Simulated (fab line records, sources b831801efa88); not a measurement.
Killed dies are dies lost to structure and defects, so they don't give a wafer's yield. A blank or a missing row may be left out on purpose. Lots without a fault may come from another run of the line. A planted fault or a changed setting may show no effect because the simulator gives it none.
Chamber matching | flow sfq_line | SFQ_TRILAYER_I7_CMP_CMP_184 on cmp-01: 4 sister chambers
The step polishes SiO2. 4 wafers are shown with their chamber, then 8 later ones without.

WAFERS WITH THEIR CHAMBER
wafer  | chamber | motor_current_A (A)
L456.4 | 2       | 10.6
L458.1 | 3       | 11.2
L458.2 | 0       | 8.8
L460.2 | 1       | 10.7

WAFERS WITHOUT THEIR CHAMBER
wafer  | motor_current_A (A)
L460.1 | 11.1
L460.5 | 10.4
L462.1 | 9.0
L462.4 | 10.1
L462.5 | 10.1
L463.2 | 11.4
L463.4 | 8.8
L463.6 | 8.4

WHICH CHAMBER EACH WENT THROUGH
wafer  | from the rows above          | in truth
L460.1 | can't be placed: 3 or 1 or 2 | 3
L460.5 | can't be placed: 2 or 1 or 3 | 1
L462.1 | 0                            | 0
L462.4 | can't be placed: 2 or 1 or 3 | 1
L462.5 | can't be placed: 2 or 1 or 3 | 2
L463.2 | can't be placed: 3 or 1 or 2 | 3
L463.4 | 0                            | 0
L463.6 | 0                            | 0
Placed correctly: 3 of 8. Can't be placed from these rows: 5 (the true chamber is among the candidates in 5). Placed wrongly: 0.
How it was worked out, from the rows above alone: a wafer's distance from a chamber is the root of the sum, over the readings, of the square of ((its reading less the chamber's mean) divided by the reading's scatter). The wafer belongs to the nearest chamber; if the next one is less than 2 further off, it can't be placed. A chamber's mean is the mean of its shown wafers. The scatter: with one shown wafer a chamber, the root of the mean of the squares of how far each hidden wafer lies from its nearest shown one.
